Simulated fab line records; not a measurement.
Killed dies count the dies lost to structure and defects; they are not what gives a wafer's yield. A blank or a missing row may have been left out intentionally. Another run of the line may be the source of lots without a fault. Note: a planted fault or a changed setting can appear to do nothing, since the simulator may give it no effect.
fab line records	flow gf180mcu
[record] lots = 14	wafers = 42	lastDay = 34
route steps=602 shown V3@451 M4@456
lots with no fault: from the same line, run without faults
startH: start of the lot's first displayed wafer, in hours after the record's first day	waitH: hours elapsed since this lot's preceding step	" the same as in the row above	L1.1+2: a single row standing in for several wafers	- value missing, or start not given	* or withheld: withheld	< > ~ a bound
route shown NAME@n: NAME is a module with steps in the file, n the number in the route of the first one	usual: mean/standard deviation taken from wafers without a fault	same: alike in all rows	chamber/n: place in a boat	sites: per-site readings	_std_site: the values' standard deviation	_edge_site: mean of outer sites minus mean of inner sites	radiusMm: for every site, how far away it sits from the centre of the wafer	mask NAME#n: copy n	behind: tool/chamber where the wafer was last shaped	hold: what put the lot on hold/how long, in hours/how the hold closed	device: names the non-switching transistor (n, p or np)	end of line: tests run on the same wafers once the route is complete	a step without rows: its recipe alone	killed: count of dies lost to structure and defects at first sort (not the wafer's yield)	map: per-die view of a wafer (x killed, . not killed, _ where there is no die)
set.NAME: the setting the step ran with; set.NAME@STEP: the setting that earlier step ran with	model.NAME: the simulator's own value behind a step, which no gauge read
the route's steps for a sample of lots (tables are steps, rows are wafers)
services: from which hour (startH, from the record's first day; less than 0 if before it) a tool's chamber was out of use, for how many hours, and why
[[steps]]
[step GF_V3_SPUTTER_22]
[recipe] material = TiN	targetThkNm = 10	chamberPressurePa = 5	powerW = 4000	timeS = 40
[usual] throttleValvePct = 30.1/0.96
[same] timeS = 40
lot.wafer	tool	chamber	startH	waitH	throttleValvePct
L437.1	pvdSputter-02	-	514.90	0.0	29.2
L437.4	"	-	"	"	29.1
L437.6	"	-	"	"	31.6
L438.1	pvdSputter-04	-	519.85	0.0	30.7
L438.2	"	-	"	"	30.4
L438.6	"	-	"	"	28.9
L439.1	pvdSputter-04	-	527.84	0.0	28.9
L439.2	"	-	"	"	30.3
L439.5	"	-	"	"	30.0
L441.1	pvdSputter-02	-	550.26	0.0	31.5
L441.4	"	-	"	"	29.2
L441.5	"	-	"	"	32.1
L443.1	pvdSputter-04	-	560.86	0.0	30.1
L443.3	"	-	"	"	30.7
L443.5	"	-	"	"	30.7
L444.1	pvdSputter-02	-	572.23	0.0	29.0
L444.2	"	-	"	"	30.4
L444.4	"	-	"	"	29.1
L446.2	pvdSputter-04	-	589.84	0.0	29.3
L446.4	"	-	"	"	30.8
L446.6	"	-	"	"	30.6
L447.2	pvdSputter-04	-	598.60	0.0	30.1
L447.5	"	-	"	"	29.0
L447.6	"	-	"	"	30.4
L448.2	pvdSputter-02	-	603.85	0.0	31.4
L448.3	"	-	"	"	29.2
L448.4	"	-	"	"	30.3
L453.2	pvdSputter-04	-	642.35	0.0	30.4
L453.4	"	-	"	"	30.4
L453.5	"	-	"	"	29.1
L454.1	pvdSputter-04	-	653.61	0.0	30.5
L454.3	"	-	"	"	30.6
L454.4	"	-	"	"	30.3
L455.1	pvdSputter-01	-	655.51	0.0	29.9
L455.2	"	-	"	"	29.8
L455.5	"	-	"	"	31.2
L459.1	pvdSputter-02	-	690.51	0.0	30.5
L459.3	"	-	"	"	29.4
L459.5	"	-	"	"	30.5
L460.1	pvdSputter-01	-	691.03	0.0	29.5
L460.3	"	-	"	"	28.3
L460.6	"	-	"	"	28.2
[step GF_V3_RS_MEAS_24]
[recipe] thkMeasGauge = four-point-probe	reads = W_of_V3_CVD_23+TiN_of_V3_SPUTTER_22+Ti_of_V3_SPUTTER_21
[usual] V3_W_RS = 0.327/0.0045
lot.wafer	tool	chamber	startH	waitH	V3_W_RS[ohm/sq]
L437.1	filmMetro-03	-	515.17	0.2	0.325
L437.4	"	-	"	"	0.326
L437.6	"	-	"	"	0.324
L438.1	filmMetro-03	-	520.12	0.2	0.325
L438.2	"	-	"	"	0.325
L438.6	"	-	"	"	0.324
L439.1	filmMetro-02	-	528.11	0.2	0.328
L439.2	"	-	"	"	0.328
L439.5	"	-	"	"	0.330
L441.1	filmMetro-03	-	550.52	0.2	0.326
L441.4	"	-	"	"	0.327
L441.5	"	-	"	"	0.331
L443.1	filmMetro-04	-	561.02	0.1	0.330
L443.3	"	-	"	"	0.328
L443.5	"	-	"	"	0.327
L444.1	filmMetro-04	-	572.38	0.1	0.332
L444.2	"	-	"	"	0.336
L444.4	"	-	"	"	0.334
L446.2	filmMetro-02	-	590.01	0.1	0.329
L446.4	"	-	"	"	0.321
L446.6	"	-	"	"	0.318
L447.2	filmMetro-02	-	598.77	0.1	0.333
L447.5	"	-	"	"	0.328
L447.6	"	-	"	"	0.334
L448.2	filmMetro-04	-	604.02	0.1	0.330
L448.3	"	-	"	"	0.330
L448.4	"	-	"	"	0.333
L453.2	filmMetro-03	-	642.52	0.1	0.325
L453.4	"	-	"	"	0.327
L453.5	"	-	"	"	0.327
L454.1	filmMetro-04	-	653.76	0.1	0.320
L454.3	"	-	"	"	0.322
L454.4	"	-	"	"	0.330
L455.1	filmMetro-03	-	655.66	0.1	0.332
L455.2	"	-	"	"	0.335
L455.5	"	-	"	"	0.331
L459.1	filmMetro-04	-	690.66	0.1	0.324
L459.3	"	-	"	"	0.326
L459.5	"	-	"	"	0.323
L460.1	filmMetro-02	-	691.18	0.1	0.332
L460.3	"	-	"	"	0.328
L460.6	"	-	"	"	0.326
[step GF_M4_SPUTTER_00]
[recipe] material = Ti	targetThkNm = 37.5	arrivingIonEnergyEv = 80	substrateTempC = 200	chamberPressurePa = 2	powerW = 4000	timeS = 150
[usual] throttleValvePct = 30.1/0.89
[same] timeS = 150
lot.wafer	tool	chamber	startH	waitH	throttleValvePct
L437.1	pvdSputter-03	-	515.65	0.1	29.7
L437.4	"	-	"	"	30.7
L437.6	"	-	"	"	29.5
L438.1	pvdSputter-03	-	520.60	0.2	29.5
L438.2	"	-	"	"	29.5
L438.6	"	-	"	"	29.8
L439.1	pvdSputter-02	-	528.59	0.1	29.2
L439.2	"	-	"	"	29.0
L439.5	"	-	"	"	31.7
L441.1	pvdSputter-03	-	551.00	0.1	29.5
L441.4	"	-	"	"	30.8
L441.5	"	-	"	"	30.3
L443.1	pvdSputter-03	-	561.97	0.2	29.8
L443.3	"	-	"	"	31.1
L443.5	"	-	"	"	30.5
L444.1	pvdSputter-03	-	572.86	0.2	30.7
L444.2	"	-	"	"	29.5
L444.4	"	-	"	"	29.7
L446.2	pvdSputter-02	-	590.47	0.1	31.8
L446.4	"	-	"	"	30.4
L446.6	"	-	"	"	29.6
L447.2	pvdSputter-01	-	599.23	0.2	29.6
L447.5	"	-	"	"	29.6
L447.6	"	-	"	"	31.2
L448.2	pvdSputter-03	-	604.48	0.1	30.7
L448.3	"	-	"	"	31.0
L448.4	"	-	"	"	29.6
L453.2	pvdSputter-03	-	642.98	0.1	29.5
L453.4	"	-	"	"	29.6
L453.5	"	-	"	"	29.5
L454.1	pvdSputter-01	-	654.24	0.1	29.5
L454.3	"	-	"	"	30.9
L454.4	"	-	"	"	28.4
L455.1	pvdSputter-02	-	656.22	0.2	29.1
L455.2	"	-	"	"	31.7
L455.5	"	-	"	"	29.0
L459.1	pvdSputter-02	-	691.14	0.1	31.7
L459.3	"	-	"	"	28.9
L459.5	"	-	"	"	28.9
L460.1	pvdSputter-03	-	691.66	0.1	30.5
L460.3	"	-	"	"	29.6
L460.6	"	-	"	"	30.7
[step GF_M4_EXPOSE_11]
[recipe] maskId = Metal4	targetCdNm = 280	na = 0.68	sourceShape = conventional	sigmaOuter = 0.6	doseMj = 28
[usual] stageVelMmS = 499.98/0.24
[same] sigmaOuter = 0.6
lot.wafer	tool	chamber	startH	waitH	mask	stageVelMmS
L437.1	krfScanner-01	0	527.53	-	Metal4#0	499.90
L437.4	"	0	"	"	Metal4#0	499.80
L437.6	"	0	"	"	Metal4#0	499.67
L438.1	krfScanner-01	0	532.38	-	Metal4#0	499.68
L438.2	"	0	"	"	Metal4#0	500.00
L438.6	"	0	"	"	Metal4#0	499.97
L439.1	krfScanner-01	0	539.53	-	Metal4#0	500.26
L439.2	"	0	"	"	Metal4#0	499.93
L439.5	"	0	"	"	Metal4#0	500.14
L441.1	krfScanner-01	0	561.68	-	Metal4#0	500.25
L441.4	"	0	"	"	Metal4#0	500.07
L441.5	"	0	"	"	Metal4#0	500.10
L443.1	krfScanner-01	0	573.42	-	Metal4#0	500.18
L443.3	"	0	"	"	Metal4#0	499.87
L443.5	"	0	"	"	Metal4#0	500.01
L444.1	krfScanner-01	0	583.43	-	Metal4#0	499.57
L444.2	"	0	"	"	Metal4#0	500.38
L444.4	"	0	"	"	Metal4#0	500.09
L446.2	krfScanner-01	0	601.44	-	Metal4#0	499.78
L446.4	"	0	"	"	Metal4#0	500.19
L446.6	"	0	"	"	Metal4#0	500.14
L447.2	krfScanner-01	0	609.44	-	Metal4#0	499.90
L447.5	"	0	"	"	Metal4#0	499.92
L447.6	"	0	"	"	Metal4#0	499.92
L448.2	krfScanner-01	0	614.94	-	Metal4#0	499.98
L448.3	"	0	"	"	Metal4#0	500.24
L448.4	"	0	"	"	Metal4#0	499.99
L453.2	krfScanner-01	0	652.42	-	Metal4#0	500.22
L453.4	"	0	"	"	Metal4#0	499.81
L453.5	"	0	"	"	Metal4#0	500.38
L454.1	krfScanner-01	0	663.67	-	Metal4#0	499.98
L454.3	"	0	"	"	Metal4#0	500.13
L454.4	"	0	"	"	Metal4#0	500.47
L455.1	krfScanner-01	0	665.97	-	Metal4#0	500.14
L455.2	"	0	"	"	Metal4#0	500.05
L455.5	"	0	"	"	Metal4#0	499.85
L459.1	krfScanner-02	0	700.90	-	Metal4#0	500.32
L459.3	"	0	"	"	Metal4#0	499.88
L459.5	"	0	"	"	Metal4#0	499.93
L460.1	krfScanner-02	0	701.37	-	Metal4#0	500.14
L460.3	"	0	"	"	Metal4#0	500.21
L460.6	"	0	"	"	Metal4#0	499.65
[step GF_M4_CD_MEAS_14]
[recipe] targetCdNm = 280
[usual] cdNm = 279.9/0.99
lot.wafer	tool	chamber	startH	waitH	hold	cdNm
L437.1	cdSem-02	-	538.02	0.1	-	279.7
L437.4	"	-	"	"	-	279.0
L437.6	"	-	"	"	-	278.6
L438.1	cdSem-01	-	543.28	0.1	-	279.6
L438.2	"	-	"	"	-	279.9
L438.6	"	-	"	"	-	280.0
L439.1	cdSem-01	-	551.07	0.1	-	278.0
L439.2	"	-	"	"	-	277.4
L439.5	"	-	"	"	-	278.5
L441.1	cdSem-02	-	572.47	0.1	-	278.8
L441.4	"	-	"	"	-	280.3
L441.5	"	-	"	"	-	280.1
L443.1	cdSem-02	-	583.60	0.2	-	281.4
L443.3	"	-	"	"	-	280.7
L443.5	"	-	"	"	-	279.7
L444.1	cdSem-01	-	593.80	0.2	-	279.2
L444.2	"	-	"	"	-	277.4
L444.4	"	-	"	"	-	278.9
L446.2	cdSem-02	-	611.44	0.1	-	280.8
L446.4	"	-	"	"	-	280.8
L446.6	"	-	"	"	-	281.0
L447.2	cdSem-02	-	620.35	0.1	-	280.7
L447.5	"	-	"	"	-	279.8
L447.6	"	-	"	"	-	280.0
L448.2	cdSem-02	-	624.84	0.1	-	279.1
L448.3	"	-	"	"	-	279.8
L448.4	"	-	"	"	-	280.3
L453.2	cdSem-02	-	661.79	0.1	-	279.9
L453.4	"	-	"	"	-	280.4
L453.5	"	-	"	"	-	280.2
L454.1	cdSem-02	-	672.97	0.1	awaitDispo/0.2h/release	241.3
L454.3	"	-	"	"	awaitDispo/0.2h/release	251.8
L454.4	"	-	"	"	awaitDispo/0.2h/release	257.6
L454.1	cdSem-02	-	673.26	0.3	-	241.2
L454.3	"	-	"	"	-	251.8
L454.4	"	-	"	"	-	257.5
L455.1	cdSem-02	-	675.47	0.1	awaitDispo/0.2h/release	243.9
L455.2	"	-	"	"	awaitDispo/0.2h/release	255.3
L455.5	"	-	"	"	awaitDispo/0.2h/release	259.4
L455.1	cdSem-02	-	675.76	0.3	-	244.4
L455.2	"	-	"	"	-	255.1
L455.5	"	-	"	"	-	259.8
L459.1	cdSem-02	-	709.97	0.1	-	281.1
L459.3	"	-	"	"	-	281.3
L459.5	"	-	"	"	-	280.2
L460.1	cdSem-01	-	710.38	0.1	-	279.6
L460.3	"	-	"	"	-	280.2
L460.6	"	-	"	"	-	280.5
[[services]]
tool	chamber	startH	hours	kind
krfScanner-01	0	494.45	-	calibration
krfScanner-01	-	496.41	0.8	pm
krfScanner-02	-	503.02	139.0	repair
pvdSputter-03	-	504.02	0.9	repair
krfScanner-01	-	535.45	2.2	repair
pvdSputter-01	-	535.85	1.7	repair
pvdSputter-01	-	538.07	1.2	repair
pvdSputter-01	-	548.95	46.6	repair
pvdSputter-03	3	562.72	-	consumableReplace:kit
krfScanner-01	-	574.21	1.3	pm
krfScanner-01	-	599.50	1.0	pm
pvdSputter-02	2	634.92	-	consumableReplace:kit
pvdSputter-02	2	634.92	18.0	scheduledDown
pvdSputter-02	2	634.92	18.0	ventCycle
krfScanner-01	-	639.72	4.0	pm
krfScanner-02	-	642.02	1.3	pm
krfScanner-02	-	643.32	3.6	pm
krfScanner-01	-	646.98	4.4	pm
krfScanner-02	-	651.06	2.3	repair
krfScanner-02	-	653.33	0.8	pm
krfScanner-02	-	654.08	1.0	pm
krfScanner-02	-	660.13	0.4	repair
krfScanner-01	0	671.55	-	calibration
krfScanner-02	-	684.31	1.3	pm
[[key]]
[firstSign] step = GF_M4_CD_MEAS_14	reading = visit	direction = added
[effect] step = GF_M4_CD_MEAS_14	reading = cdNm	direction = down	sigmas = 29	usual = 279.9	struck = 251.6
metAt GF_M4_EXPOSE_11
struckLots L454,L455
sortLeftOut L454.1,L454.3,L454.4,L455.1,L455.2,L455.5
notActingAt GF_V3_SPUTTER_22,GF_V3_RS_MEAS_24,GF_M4_SPUTTER_00
onsetBetween 652.42 663.67
[fault] kind = processParameterDrift	tool = krfScanner-01	chamber = -	onsetH = 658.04	steps = GF_M4_EXPOSE_11	channel = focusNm	offset = 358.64	spreadByWafer = 0.3	shape = step	endH = 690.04
// sortLeftOut: the simulated sort isn't trusted on such a fault, so these wafers' sort isn't shown, and their yield isn't known
